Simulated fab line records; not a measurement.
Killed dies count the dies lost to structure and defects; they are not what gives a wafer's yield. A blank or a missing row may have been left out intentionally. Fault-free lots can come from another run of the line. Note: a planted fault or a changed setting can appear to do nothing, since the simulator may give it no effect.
fab line records | flow sky130
record: lots: 6 wafers: 18 last_day: 50
route steps=708 shown METAL4@635 VIA4@639 PAD_OPEN@708
lots untouched by any fault: they come from a run of this same line in which no faults occurred
start_h: hours from the record's opening day to when the first of the lot's shown wafers began | wait_h: hours since the lot's step before | " repeats the value in the row above | L1.1+2: several wafers, shown together as one row | - value missing, or start not given | * or withheld: withheld | < > ~ a bound
route shown NAME@n: a module of which the file shows steps, and the number in the route of the first | usual: average and standard deviation across the fault-free wafers | same: alike in all rows | chamber/n: place in a boat | sites: the reading at each site | _std_site: their standard deviation | _edge_site: outer sites' mean less inner sites' | radius_mm: for every site, how far away it sits from the centre of the wafer | mask NAME#n: copy n | behind: the last tool/chamber to shape the wafer | hold: cause of the lot's hold/its duration in hours/its outcome | device: the transistor (n, p or np) that didn't switch | end of line: tests run on the same wafers once the route is complete | a step with no rows: only its recipe | killed: at the first sort, the dies lost to defects and structure; wafer yield is something else | map: per-die view of a wafer (x killed, . not killed, _ where there is no die)
set.NAME: the run value of the setting; set.NAME@STEP: its run value at that earlier step | model.NAME: the simulator's own value behind a step, which no gauge read
certain route steps with their lots: each step a table, each wafer a row
services: when a tool's chamber went out of use (start_h, in hours from the record's first day, below 0 if earlier), for how many hours, and the reason
== steps ==
step: SKY_METAL4_STRIP_19
recipe: chemistry: O2/N2 power_w: 1400 pressure_mtorr: 1500 platen_temp_c: withheld o2_flow_sccm: 3000 n2_flow_sccm: 300 overash_fraction: 0.5
usual: drypump_motor_current_A: 5.6/0.33 oes_product_au: 0.502/0.0058 strip_time_to_endpoint_s: 6.52/0.072
columns lot.wafer tool chamber start_h wait_h drypump_motor_current_A oes_product_au rf_hours_counter_h strip_time_to_endpoint_s
L607.1 plasma_asher-04 0 976.05 0.1 5.8 0.502 23 6.43
L607.2 " 1 " " 5.8 0.496 23 6.45
L607.6 " 0 " " 5.8 0.495 - 6.42
L611.1 plasma_asher-03 0 1037.89 0.1 5.4 0.501 91 6.57
L611.3 " 0 " " 5.4 0.503 - 6.60
L611.4 " 1 " " 5.5 0.500 - 6.44
L620.2 plasma_asher-04 0 1078.65 0.1 5.9 0.505 33 6.50
L620.3 " 0 " " 5.9 0.506 - 6.51
L620.6 " 0 " " 5.9 0.498 - 6.46
L624.1 plasma_asher-02 1 1105.10 0.1 5.0 0.506 67 6.53
L624.2 " 0 " " 6.0 0.493 67 6.47
L624.6 " 1 " " 5.0 0.498 - 6.54
L626.2 plasma_asher-02 0 1114.30 0.2 6.0 0.493 68 6.45
L626.3 " 0 " " 6.0 0.501 - 6.50
L626.6 " 1 " " 5.0 0.503 - 6.52
L628.2 plasma_asher-04 1 1127.99 0.1 5.8 0.499 38 6.61
L628.4 " 1 " " 5.8 0.504 - 6.59
L628.6 " 1 " " 5.8 0.503 - 6.61
step: SKY_METAL4_STRIP_20
recipe: chemistry: post_etch_residue_remover time_s: 1200 temp_c: 72.5
step: SKY_METAL4_CLEAN_21
recipe: chemistry: IPA time_s: 180 temp_c: 25
step: SKY_METAL4_CLEAN_22
recipe: chemistry: O3/DIW dry: n2_spin
step: SKY_VIA4_HDPCVD_00
recipe: material: SiO2 target_thk_nm: 1750 sigma_open_frac: 0.3 time_s: 291.7 temp_c: 400 sih4_flow_sccm: 60 pressure_mtorr: 6
step: SKY_VIA4_THK_MEAS_01
recipe: reads: SiO2_of_VIA4_HDPCVD_00
usual: VIA4_HDPCVD_THK: 1751/19
columns lot.wafer tool chamber start_h wait_h VIA4_HDPCVD_THK[nm]
L607.1 film_metro-01 - 976.82 0.1 1742
L607.2 " - " " 1699
L607.6 " - " " 1722
L611.1 film_metro-04 - 1038.68 0.1 1758
L611.3 " - " " 1782
L611.4 " - " " 1728
L620.2 film_metro-01 - 1079.43 0.1 1740
L620.3 " - " " 1745
L620.6 " - " " 1726
L624.1 film_metro-04 - 1105.87 0.1 1753
L624.2 " - " " 1757
L624.6 " - " " 1778
L626.2 film_metro-01 - 1115.08 0.1 1769
L626.3 " - " " 1751
L626.6 " - " " 1768
L628.2 film_metro-04 - 1128.90 0.1 1746
L628.4 " - " " 1744
L628.6 " - " " 1741
step: SKY_VIA4_CMP_02
recipe: material: SiO2 down_force_psi: 4 platen_rpm: 60 pad_velocity_m_s: 0.94248
usual: edge_zone_pressure_frac: 1.001/0.0049 motor_current_A: 11.8/0.93
columns lot.wafer tool chamber start_h wait_h edge_zone_pressure_frac motor_current_A
L607.2 cmp-01 3 976.88 0.0 1.000 11.7
L607.1 " 0 " " 0.998 12.8
L607.6 " 3 " " 0.997 11.5
L611.3 cmp-02 1 1038.74 0.0 0.994 10.6
L611.1 " 2 " " 0.994 12.3
L611.4 " 3 " " 0.995 11.1
L620.3 cmp-01 0 1079.48 0.0 1.006 13.2
L620.2 " 2 " " 1.003 13.8
L620.6 " 0 " " 1.003 12.8
L624.1 cmp-01 3 1106.47 0.6 1.003 11.1
L624.2 " 0 " " 0.985 12.5
L624.6 " 2 " " 0.998 13.2
L626.2 cmp-02 3 1115.18 0.1 1.004 11.1
L626.3 " 1 " " 0.995 10.8
L626.6 " 3 " " 1.005 12.2
L628.4 cmp-02 2 1129.23 0.3 1.000 12.1
L628.2 " 3 " " 0.999 11.9
L628.6 " 2 " " 0.998 12.1
step: SKY_VIA4_BOW_MEAS_03
recipe: mode: bow
usual: VIA4_BOW: 80/7.1
columns lot.wafer tool chamber start_h wait_h VIA4_BOW[um]
L607.1 film_metro-04 - 977.18 0.2 79
L607.2 " - " " 86
L607.6 " - " " 84
L611.1 film_metro-03 - 1039.04 0.2 76
L611.3 " - " " 85
L611.4 " - " " 87
L620.2 film_metro-04 - 1079.80 0.2 91
L620.3 " - " " 82
L620.6 " - " " 86
L624.1 film_metro-03 - 1106.72 0.2 70
L624.2 " - " " 64
L624.6 " - " " 73
L626.2 film_metro-01 - 1115.45 0.2 81
L626.3 " - " " 82
L626.6 " - " " 80
L628.2 film_metro-04 - 1129.55 0.2 72
L628.4 " - " " 81
L628.6 " - " " 73
step: SKY_VIA4_DEHYDRATE_04
recipe: temp_c: 200 time_s: 60
step: SKY_VIA4_HMDS_05
recipe: prime_time_s: 60 prime_temp_c: 120
step: SKY_VIA4_COAT_06
recipe: resist: NOVOLAK spin_rpm: 3000 resist_thk_nm: 1140
step: SKY_VIA4_SOFTBAKE_07
recipe: temp_c: 88.93 time_s: 60 resist: NOVOLAK
step: SKY_VIA4_EXPOSE_08
recipe: mask_id: VIM4 na: 0.6 source_shape: conventional sigma_outer: 0.6 polarization: unpolarized target_cd_nm: 800 dose_mj: 132
usual: focus_offset_nm: 0.1/0.52
columns lot.wafer tool chamber start_h wait_h mask focus_offset_nm
L607.1 iline_stepper-01 0 989.21 - VIM4#0 0.7
L607.2 " 0 " " VIM4#0 0.1
L607.6 " 0 " " VIM4#0 0.1
L611.1 iline_stepper-01 0 1049.20 - VIM4#0 0.1
L611.3 " 0 " " VIM4#0 -0.1
L611.4 " 0 " " VIM4#0 -1.0
L620.2 iline_stepper-01 0 1089.35 - VIM4#0 -0.6
L620.3 " 0 " " VIM4#0 -0.7
L620.6 " 0 " " VIM4#0 0.2
L624.1 iline_stepper-01 0 1117.18 - VIM4#0 0.2
L624.2 " 0 " " VIM4#0 -0.5
L624.6 " 0 " " VIM4#0 -1.3
L626.2 iline_stepper-02 0 1125.72 - VIM4#0 -0.1
L626.3 " 0 " " VIM4#0 0.3
L626.6 " 0 " " VIM4#0 0.5
L628.2 iline_stepper-02 0 1139.12 - VIM4#0 0.8
L628.4 " 0 " " VIM4#0 0.9
L628.6 " 0 " " VIM4#0 0.3
step: SKY_VIA4_PEB_09
recipe: temp_c: withheld time_s: * resist: NOVOLAK
step: SKY_VIA4_DEVELOP_10
recipe: resist: NOVOLAK developer: TMAH develop_time_s: 60 dev_temp_c: 23
step: SKY_VIA4_OVL_MEAS_11
usual: VIA4_OVL: 0.1/1.1
columns lot.wafer tool chamber start_h wait_h VIA4_OVL[nm]
L607.1 overlay-02 - 998.67 0.1 1.3
L607.2 " - " " 0.1
L607.6 " - " " 0.8
L611.1 overlay-01 - 1060.46 0.1 1.5
L611.3 " - " " -0.1
L611.4 " - " " 1.0
L620.2 overlay-02 - 1099.87 0.1 0.6
L620.3 " - " " 0.6
L620.6 " - " " 0.7
L624.1 overlay-02 - 1126.80 0.1 0.3
L624.2 " - " " 0.6
L624.6 " - " " 0.2
L626.2 overlay-01 - 1134.97 0.1 -0.9
L626.3 " - " " 0.1
L626.6 " - " " -1.0
L628.2 overlay-01 - 1148.13 0.1 -2.1
L628.4 " - " " -1.6
L628.6 " - " " -0.4
step: SKY_VIA4_ETCH_12
recipe: target: SiO2 chemistry: C4F8/O2/Ar stop_on: TiN mask_material: NOVOLAK source_w: 1500 bias_w: 1200 pressure_mtorr: 40 c4f8_flow_sccm: withheld O2_flow_sccm: 6 Ar_flow_sccm: 300 time_s: withheld target_depth_a: 5800
usual: oes_product_au: 0.926/0.0046 rf_fwd_power_W: 1491/5.5
columns lot.wafer tool chamber start_h wait_h oes_product_au rf_fwd_power_W model.VIA4.cd_nm
L607.1 rie_diel-04 0 998.71 0.0 0.935 1498 799.5
L607.2 " 3 " " 0.930 1496 799.1
L607.6 " 0 " " 0.922 1497 799.1
L611.1 rie_diel-04 0 1060.50 0.0 0.928 1486 799.3
L611.3 " 2 " " 0.926 1492 798.8
L611.4 " 3 " " 0.926 1496 799.2
L620.2 rie_diel-03 2 1099.90 0.0 0.918 1493 820.7
L620.3 " 3 " " 0.923 1487 819.6
L620.6 " 0 " " 0.934 1500 851.6
L624.1 rie_diel-03 0 1126.84 0.0 0.928 1503 838.9
L624.2 " 3 " " 0.922 1486 821.8
L624.6 " 0 " " 0.932 1491 809.2
L626.2 rie_diel-01 2 1135.00 0.0 0.930 1495 798.4
L626.3 " 3 " " 0.925 1489 800.9
L626.6 " 1 " " 0.932 1492 800.1
L628.2 rie_diel-03 1 1148.16 0.0 0.926 1485 802.4
L628.4 " 3 " " 0.932 1499 801.3
L628.6 " 2 " " 0.922 1494 802.8
step: SKY_VIA4_STRIP_13
recipe: chemistry: O2/N2 power_w: 1400 pressure_mtorr: 1500 platen_temp_c: withheld o2_flow_sccm: 3000 n2_flow_sccm: 300 overash_fraction: 0.5
usual: drypump_motor_current_A: 5.66/0.2 oes_product_au: 0.709/0.0046 strip_time_to_endpoint_s: 12.81/0.031
columns lot.wafer tool chamber start_h wait_h drypump_motor_current_A oes_product_au rf_hours_counter_h strip_time_to_endpoint_s
L607.1 plasma_asher-03 1 998.78 - 5.46 0.700 88 12.77
L607.2 " 0 " " 5.40 0.707 88 12.82
L607.6 " 0 " " 5.37 0.711 - 12.82
L611.1 plasma_asher-04 0 1060.57 - 5.83 0.708 31 12.82
L611.3 " 1 " " 5.81 0.714 - 12.79
L611.4 " 0 " " 5.82 0.712 - 12.79
L620.2 plasma_asher-04 1 1099.97 - 5.81 0.705 35 12.80
L620.3 " 1 " " 5.83 0.703 - 12.81
L620.6 " 1 " " 5.81 0.714 - 12.83
L624.1 plasma_asher-03 1 1126.91 - 5.50 0.710 101 12.82
L624.2 " 0 " " 5.40 0.707 101 12.83
L624.6 " 0 " " 5.39 0.708 - 12.79
L626.2 plasma_asher-03 1 1135.07 - 5.49 0.705 102 12.82
L626.3 " 0 " " 5.39 0.707 - 12.86
L626.6 " 1 " " 5.48 0.715 - 12.89
L628.2 plasma_asher-01 0 1148.24 - 5.47 0.706 8 12.84
L628.4 " 0 " " 5.47 0.702 - 12.81
L628.6 " 0 " " 5.46 0.706 - 12.76
step: SKY_PAD_OPEN_PROBE_99
usual: defect_limited_yield: 82.5/1.9 killed_at_M0_to_M3: 44/7.2 killed_at_M4_up: 3.0/1.8 killed_at_contacts: 24/5.4 killed_at_front_end: 14/4.4 killed_at_other: 0.4/0.64 killed_dies: 86/9.4 killed_open: 47/7.7 killed_short: 39/5.8 sort_bin_3_pad_short: 0.9/0.38 sort_bin_5_function: 10.3/1.4 sort_bin_6_memory: 6.4/1.2 sort_n_pass: 406/9.4 sort_yield_pct: 82.5/1.9
same: gross_dies: 492 killed_at_back_side: 0 sort_bin_4_leakage[%]: 0 sort_bin_8_speed[%]: 0
columns lot.wafer tool chamber start_h wait_h defect_limited_yield[%] killed_at_M0_to_M3 killed_at_M4_up killed_at_contacts killed_at_front_end killed_at_other killed_dies killed_open killed_short sort_bin_3_pad_short[%] sort_bin_5_function[%] sort_bin_6_memory[%] sort_n_pass sort_yield_pct[%] model.etest.via4_chain.rc_ohm
L607.1 prober-01 - 1069.88 0.1 82.5 35 1 37 12 1 86 50 36 1.0 11.0 5.5 406 82.5 0.798
L607.2 prober-01 - 1069.93 0.1 82.9 42 2 23 15 2 84 42 42 0.4 10.0 6.7 408 82.9 0.8195
L607.6 prober-01 - 1070.13 0.2 81.5 39 3 25 23 1 91 49 42 0.4 12.6 5.5 401 81.5 0.8135
L611.1 prober-01 - 1125.77 0.1 80.3 43 4 32 17 1 97 49 46 1.2 11.4 7.1 395 80.3 0.7855
L611.3 prober-01 - 1125.87 0.2 80.1 48 4 20 25 1 98 54 43 1.2 11.8 6.9 394 80.1 0.8256
L611.4 prober-01 - 1125.92 0.2 82.5 37 1 23 23 2 86 45 39 0.6 9.6 7.3 406 82.5 0.8134
L620.2 prober-02 - 1162.20 0.1 78.7 49 1 29 25 1 105 63 42 1.0 11.6 8.7 387 78.7 0.6956
L620.3 prober-02 - 1162.25 0.2 80.7 54 4 18 18 1 95 44 51 0.6 12.8 5.9 397 80.7 0.7572
L620.6 prober-02 - 1162.40 0.2 85.4 36 2 17 17 0 72 37 35 0.6 9.3 4.7 420 85.4 0.7309
L624.1 prober-02 - 1185.24 0.1 82.7 45 4 26 10 0 85 39 46 0.6 10.0 6.7 407 82.7 0.7685
L624.2 prober-02 - 1185.29 0.1 83.7 42 2 21 15 0 80 39 41 1.0 10.0 5.3 412 83.7 0.7636
L624.6 prober-02 - 1185.49 0.2 83.5 41 4 26 10 0 81 49 32 0.6 8.7 7.1 411 83.5 0.8066
L626.2 prober-01 - 1192.47 0.1 82.7 46 1 19 19 0 85 38 47 1.2 10.6 5.5 407 82.7 0.7881
L626.3 prober-01 - 1192.52 0.2 85.0 45 2 12 15 0 74 39 35 1.4 7.9 5.7 418 85.0 0.8054
L626.6 prober-01 - 1192.67 0.2 78.5 61 4 28 12 1 106 66 40 0.8 14.0 6.7 386 78.5 0.8226
L628.2 prober-01 - 1203.22 0.1 83.3 47 1 17 16 1 82 41 41 1.4 9.8 5.5 410 83.3 0.7982
L628.4 prober-01 - 1203.32 0.2 83.3 45 3 27 7 0 82 35 47 1.4 10.6 4.7 410 83.3 0.7901
L628.6 prober-01 - 1203.42 0.2 83.3 48 4 22 8 0 82 57 25 0.8 10.8 5.1 410 83.3 0.7851
killed by level:class
L607.1 LI_CONTACT:geometric_particle:open=12 CONTACT:geometric_particle:open=11 VIA1:geometric_particle:open=9 LI_CONTACT:geometric_particle:short=5 VIA2:geometric_particle:open=5 VIA3:geometric_particle:short=5 FIELD_ISO:geometric_particle:short=4 CONTACT:geometric_particle:short=4
L607.2 LI_CONTACT:geometric_particle:open=10 VIA1:geometric_particle:open=8 METAL2:geometric_particle:short=8 VIA3:geometric_particle:open=8 CONTACT:geometric_particle:open=5 VIA1:geometric_particle:short=4 LOCAL_INTERCONNECT:geometric_particle:short=4 CONTACT:geometric_particle:short=4
L607.6 CONTACT:geometric_particle:open=10 VIA3:geometric_particle:open=9 VIA1:geometric_particle:open=7 METAL2:geometric_particle:short=7 FIELD_ISO:geometric_particle:open=6 LI_CONTACT:geometric_particle:open=6 CONTACT:geometric_particle:short=6 METAL1:geometric_particle:short=5
L611.1 VIA1:geometric_particle:open=10 CONTACT:geometric_particle:open=10 VIA2:geometric_particle:open=7 CONTACT:geometric_particle:short=7 METAL2:geometric_particle:short=7 LI_CONTACT:geometric_particle:open=6 VIA1:geometric_particle:short=5 LI_CONTACT:geometric_particle:short=4
L611.3 VIA1:geometric_particle:open=12 VIA2:geometric_particle:open=9 POLY_GATE:geometric_particle:short=8 CONTACT:geometric_particle:open=8 METAL1:geometric_particle:short=7 LI_CONTACT:geometric_particle:open=6 POLY_GATE:geometric_particle:open=5 VIA3:geometric_particle:open=5
L611.4 FIELD_ISO:geometric_particle:open=8 CONTACT:geometric_particle:open=8 VIA1:geometric_particle:open=8 LOCAL_INTERCONNECT:geometric_particle:short=7 VIA1:geometric_particle:short=6 VIA2:geometric_particle:open=6 METAL2:geometric_particle:short=5 FIELD_ISO:geometric_particle:short=4
L620.2 CONTACT:geometric_particle:open=15 VIA1:geometric_particle:open=10 METAL1:geometric_particle:short=9 FIELD_ISO:geometric_particle:open=8 POLY_GATE:geometric_particle:open=8 CONTACT:geometric_particle:short=6 VIA2:geometric_particle:open=6 METAL2:geometric_particle:short=5
L620.3 METAL1:geometric_particle:short=11 VIA2:geometric_particle:open=9 POLY_GATE:geometric_particle:short=8 CONTACT:geometric_particle:open=8 METAL2:geometric_particle:short=8 VIA1:geometric_particle:open=7 VIA3:geometric_particle:open=7 FIELD_ISO:geometric_particle:short=4
L620.6 CONTACT:geometric_particle:open=8 VIA1:geometric_particle:open=8 FIELD_ISO:geometric_particle:short=7 VIA2:geometric_particle:open=6 CONTACT:geometric_particle:short=5 METAL1:geometric_particle:short=5 LI_CONTACT:geometric_particle:open=4 VIA2:geometric_particle:short=4
L624.1 LI_CONTACT:geometric_particle:open=12 METAL2:geometric_particle:short=7 CONTACT:geometric_particle:open=6 METAL1:geometric_particle:short=6 VIA1:geometric_particle:open=6 VIA3:geometric_particle:open=6 VIA1:geometric_particle:short=5 VIA3:geometric_particle:short=5
L624.2 CONTACT:geometric_particle:open=8 VIA1:geometric_particle:open=7 LI_CONTACT:geometric_particle:open=6 METAL1:geometric_particle:short=6 METAL2:geometric_particle:short=5 VIA1:geometric_particle:short=5 VIA3:geometric_particle:open=5 POLY_GATE:geometric_particle:open=4
L624.6 CONTACT:geometric_particle:open=10 VIA1:geometric_particle:open=10 VIA2:geometric_particle:open=8 VIA3:geometric_particle:open=7 LI_CONTACT:geometric_particle:open=6 METAL2:geometric_particle:short=5 LOCAL_INTERCONNECT:geometric_particle:short=4 VIA2:geometric_particle:short=4
L626.2 VIA1:geometric_particle:open=9 CONTACT:geometric_particle:open=8 METAL2:geometric_particle:short=7 VIA2:geometric_particle:short=7 FIELD_ISO:geometric_particle:short=6 VIA2:geometric_particle:open=6 METAL1:geometric_particle:short=6 POLY_GATE:geometric_particle:short=4
L626.3 VIA1:geometric_particle:open=11 VIA2:geometric_particle:open=9 VIA3:geometric_particle:short=6 VIA1:geometric_particle:short=5 FIELD_ISO:geometric_particle:open=3 POLY_GATE:geometric_particle:open=3 POLY_GATE:geometric_particle:short=3 LI_CONTACT:geometric_particle:open=3
L626.6 VIA1:geometric_particle:open=16 LI_CONTACT:geometric_particle:open=10 CONTACT:geometric_particle:open=9 VIA3:geometric_particle:open=8 METAL1:geometric_particle:short=8 VIA2:geometric_particle:open=7 METAL1:geometric_particle:open=6 VIA2:geometric_particle:short=6
L628.2 CONTACT:geometric_particle:open=8 VIA1:geometric_particle:open=7 VIA3:geometric_particle:open=7 METAL1:geometric_particle:short=6 VIA1:geometric_particle:short=6 FIELD_ISO:geometric_particle:short=5 FIELD_ISO:geometric_particle:open=5 VIA2:geometric_particle:short=5
L628.4 CONTACT:geometric_particle:open=10 METAL2:geometric_particle:short=9 VIA1:geometric_particle:open=8 LI_CONTACT:geometric_particle:short=6 CONTACT:geometric_particle:short=6 VIA1:geometric_particle:short=5 VIA2:geometric_particle:open=5 VIA3:geometric_particle:open=5
L628.6 CONTACT:geometric_particle:open=13 VIA1:geometric_particle:open=11 VIA2:geometric_particle:open=9 VIA3:geometric_particle:open=8 LI_CONTACT:geometric_particle:open=5 METAL1:geometric_particle:short=4 METAL3:geometric_particle:short=4 FIELD_ISO:geometric_particle:open=3
== services ==
columns tool chamber start_h hours kind
cmp-02 - 956.10 3.6 pm
cmp-02 - 983.60 8.9 pm
rie_diel-04 2 992.61 14.2 repair
rie_diel-01 2 997.33 4.7 repair
rie_diel-01 0 998.51 10.7 repair
cmp-02 - 1013.64 2.5 repair
rie_diel-03 1 1019.52 4.4 repair
rie_diel-01 3 1021.32 1.5 repair
rie_diel-03 3 1021.57 12.0 repair
rie_diel-01 0 1021.94 2.9 repair
iline_stepper-02 - 1030.98 1.7 pm
rie_diel-03 - 1032.03 0.6 repair
cmp-01 - 1037.63 0.6 repair
iline_stepper-01 - 1058.37 1.7 pm
plasma_asher-02 - 1060.20 0.7 repair
cmp-01 - 1084.05 4.0 pm
iline_stepper-02 - 1097.51 4.3 pm
cmp-02 - 1099.43 8.2 pm
rie_diel-04 - 1099.49 0.2 repair
cmp-01 - 1118.48 13.4 pm
iline_stepper-01 - 1118.60 2.1 repair
rie_diel-03 1 1121.02 8.8 repair
rie_diel-04 2 1122.45 4.4 repair
cmp-02 - 1143.78 1.3 repair
== key ==
first_sign none at tools or gauges
model_effect: step: SKY_VIA4_ETCH_12 value: VIA4.cd_nm without: 799.7 struck: 827
model_effect: step: SKY_PAD_OPEN_PROBE_99 value: etest.via4_chain.rc_ohm without: 0.7937 struck: 0.7537
met_at SKY_VIA4_EXPOSE_08
struck_wafers L620.2,L620.3,L620.6,L624.1,L624.2,L624.6
onset_between 1049.20 1089.35
also_fits SKY_VIA4_CMP_02:cmp-01
fault: kind: process_parameter_drift tool: iline_stepper-01 chamber: - onset_h: 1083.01 steps: SKY_VIA4_EXPOSE_08 channel: focus_nm offset: 471.85 spread_by_wafer: 0.3 shape: step end_h: 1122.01
